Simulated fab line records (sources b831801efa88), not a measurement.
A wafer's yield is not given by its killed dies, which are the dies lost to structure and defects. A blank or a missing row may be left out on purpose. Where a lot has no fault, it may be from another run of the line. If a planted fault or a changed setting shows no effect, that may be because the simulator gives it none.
Which tool was responsible? ; flow gf180mcu ; 14 lots with 40 wafers sampled at 3 steps, on a route of 602 steps

== WHAT THE GAUGES READ, wafer by wafer ==
GF_HV_LDD_OVL_MEAS_47.
lot;measured;on;HV_LDD_03_OVL (nm)
L262;day 12 09:02;overlay-02;0.0 0.1 2.1
L263;day 12 16:37;overlay-01;0.2 -0.2 0.3
L265;day 13 06:13;overlay-02;-0.7 0.5 -0.2
L266;day 13 19:25;overlay-01;-0.5 0.4 -0.6
L274;day 16 13:19;overlay-02;2.4 1.7 0.4
L275;day 16 16:49;overlay-02;3.9 3.1
L276;day 17 02:08;overlay-01;2.0 2.4
L277;day 17 11:08;overlay-01;0.2 1.1 -0.4
L278;day 17 15:01;overlay-01;0.5 -0.5 -1.1
L280;day 18 10:16;overlay-02;-2.2 -1.8 -2.4
L281;day 18 20:37;overlay-02;0.6 -0.5 3.0
L283;day 19 07:20;overlay-02;-0.4 1.2 0.0
L284;day 19 16:20;overlay-01;-2.5 -2.1 -1.0
L285;day 20 04:04;overlay-01;-1.5 0.6 -0.9

GF_SAB_THK_MEAS_01.
lot;measured;on;SAB_CVD_00_THK (nm)
L262;day 14 05:49;film metro-03;48.9 49.8 49.6
L263;day 14 14:28;film metro-03;49.8 49.4 50.3
L265;day 15 05:01;film metro-02;50.0 50.3 51.0
L266;day 15 16:58;film metro-02;50.5 50.5 50.8
L274;day 18 15:25;film metro-02;48.9 48.5 66.3 49.0 48.4 66.2
L275;day 18 20:10;film metro-02;49.5 66.0 49.5 65.9
L276;day 19 05:38;film metro-01;49.5 66.1 49.5 66.1
L277;day 19 15:16;film metro-02;50.3 50.4 50.5
L278;day 19 18:43;film metro-03;48.6 48.7 49.9
L280;day 20 15:01;film metro-02;48.3 49.0 49.7
L281;day 21 00:16;film metro-03;48.6 49.7 49.6
L283;day 21 12:29;film metro-01;49.0 49.0 49.8
L284;day 21 20:08;film metro-03;48.5 49.2 50.4
L285;day 22 07:04;film metro-01;49.9 50.9 50.7

== TOOL THAT RAN EACH LOT (tool first, then ch and the chambers of the sampled wafers, then the start) ==
lot;GF_SAB_CVD_00
L262;pecvd-01 ch 0,1,2, day 14 05:47
L263;pecvd-02 ch 0,2, day 14 14:27
L265;pecvd-04 ch 0,2, day 15 05:00
L266;pecvd-02 ch 0,2, day 15 16:57
L274;pecvd-01 ch 0,1, day 18 15:23
L275;pecvd-01 ch 1,2, day 18 20:08
L276;pecvd-01 ch 2, day 19 05:35
L277;pecvd-02 ch 0,1,2, day 19 15:14
L278;pecvd-04 ch 0,1, day 19 18:41
L280;pecvd-04 ch 0,1,2, day 20 15:00
L281;pecvd-04 ch 1,2, day 21 00:14
L283;pecvd-02 ch 0,1, day 21 12:26
L284;pecvd-04 ch 0,1,2, day 21 20:06
L285;pecvd-02 ch 1,2, day 22 07:02
- GF_SAB_CVD_00: deposits SiO2 from TEOS, target thk 50 nm, time 4.9302 s.

== WHAT THE TOOLS THEMSELVES READ (means of the sampled wafers that have a number; where no wafer has one, the mark that the record gives instead) ==
GF_SAB_CVD_00.
lot;tool;heater power w (W);susceptor temp C (C)
L262;pecvd-01;652;400.21
L263;pecvd-02;660;400.21
L265;pecvd-04;629;400.25
L266;pecvd-02;629;400.00
L274;pecvd-01;767;400.08
L275;pecvd-01;702;399.95
L276;pecvd-01;646;400.16
L277;pecvd-02;568;400.04
L278;pecvd-04;701;399.72
L280;pecvd-04;593;400.15
L281;pecvd-04;677;400.05
L283;pecvd-02;604;400.05
L284;pecvd-04;608;400.01
L285;pecvd-02;565;399.91

== THE ANSWER, worked out from the rows above alone ==
Rule: the lots themselves supply what counts as usual. The widest of any qualifying gaps counts: lots, ordered by their means at a reading, are off when they make up no more than a third of the lots, leave a main group of 4 or more, and stand apart from it by 3 or more times the standard deviation of that group's means. A main group is skipped when, at the precision printed for the reading in the tables above, its means are all equal. A lot without any number at a reading at which 4 lots or more have one is off too. All remaining lots with rows at the step are treated as sound. The gauges are gone through in route order, then the tools' own readings, and for those a lot's mean is taken as printed above. The first step at which some lot is off is used, and at that step the reading that is off furthest; a lot without a number counts as furthest.
Off: L274, L275, L276, seen at GF_SAB_THK_MEAS_01 (SAB_CVD_00_THK). The main group has a mean of 49.7 nm with a standard deviation of 0.59.
A tool fits if, at a process step before that reading, it ran every lot that is off, and no sound lot after the first of them. Those tools and the gauges at GF_SAB_THK_MEAS_01 are tried in the same way. One fits: pecvd-01 at GF_SAB_CVD_00. A fault onset in the window from L262 (day 14 05:47, its last sound lot) to L274 (day 18 15:23, its first lot off) fits.

== WHAT THE SIMULATOR HAD INSERTED ==
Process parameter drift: pecvd-01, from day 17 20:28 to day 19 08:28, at GF_SAB_CVD_00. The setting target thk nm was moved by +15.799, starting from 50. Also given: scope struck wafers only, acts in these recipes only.
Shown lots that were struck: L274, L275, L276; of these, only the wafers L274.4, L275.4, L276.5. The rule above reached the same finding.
